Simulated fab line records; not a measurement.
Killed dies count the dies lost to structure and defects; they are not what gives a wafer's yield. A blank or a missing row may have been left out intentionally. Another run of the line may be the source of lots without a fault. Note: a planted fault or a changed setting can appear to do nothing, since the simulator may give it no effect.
2 desks looking at one fault | flow sfqLine | only its own numbers are on each desk; what lay behind them is given at the end

== DESK OF THE TOOL OWNER: lithoTrack-03 ==
The tool's own readings at SFQ_TRILAYER_JJ_CE_LITHO_COAT_114 (resist thk 600 nm): means of the sampled wafers that have a number, for each lot that ran on this tool. Marked OUT: a lot whose mean sits more than 4 standard deviations from the usual mean, which makes it out of limits; the brackets give that distance.
Columns: A = spinSpeedRpm at SFQ_TRILAYER_JJ_CE_LITHO_COAT_114, usual 3000.1 rpm
lot  | first seen here | A
L486 | day 38 11:35    | 3000.8
L493 | day 41 22:30    | 2759.9 (-99 or more) OUT
L494 | day 42 03:19    | 2757.6 (-99 or more) OUT
L495 | day 42 14:12    | 2758.5 (-99 or more) OUT
L502 | day 52 17:13    | 3001.8
This desk's finding: out of limits on L493, L494, L495; first on L493, day 41 22:30 (spinSpeedRpm at SFQ_TRILAYER_JJ_CE_LITHO_COAT_114). Within limits: L486, L502.

== AT THE METROLOGY DESK ==
What the gauges read for every lot (on any tool): the sampled wafers with a number, averaged. Marked OUT: a lot whose mean sits more than 4 standard deviations from the usual mean, which makes it out of limits; the brackets give that distance.
Columns: A = JJ_NB_RS at SFQ_JJ_RS_MEAS_929, usual 1.046 ohm/sq; B = J5_OVL at SFQ_JJ_OVL_MEAS_931, usual -4 nm
lot  | first seen here | A     | B
L486 | day 38 11:06    | 1.047 | -2
L493 | day 41 22:01    | 1.053 | -8
L494 | day 42 02:50    | 1.029 | -1
L495 | day 42 13:40    | 1.039 | 1
L500 | day 51 10:20    | 1.036 | -6
L502 | day 52 16:43    | 1.060 | -10
L504 | day 53 17:25    | 1.050 | -8
This desk's verdict: no lot among the 7 shows anything out of limits.

== ALL TOGETHER ==
At day 41 22:30, on L493, L494, L495, the tool owner's desk was in a position to raise an alarm.
At the metrology desk, nothing out of limits was observed.
The metrology desk has L493, L494, L495 on record, within its limits.
Of the lots named, all ran SFQ_TRILAYER_JJ_CE_LITHO_COAT_114 on lithoTrack-03.

== WHAT THE SIMULATOR HAD INSERTED ==
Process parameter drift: lithoTrack-03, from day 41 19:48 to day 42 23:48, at SFQ_TRILAYER_JJ_CE_LITHO_COAT_114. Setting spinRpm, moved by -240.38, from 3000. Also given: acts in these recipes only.
Struck lots among those shown: L493, L494, L495.
Delay in hours, fault start to first out-of-limits reading, by desk: the tool owner's desk at 3.
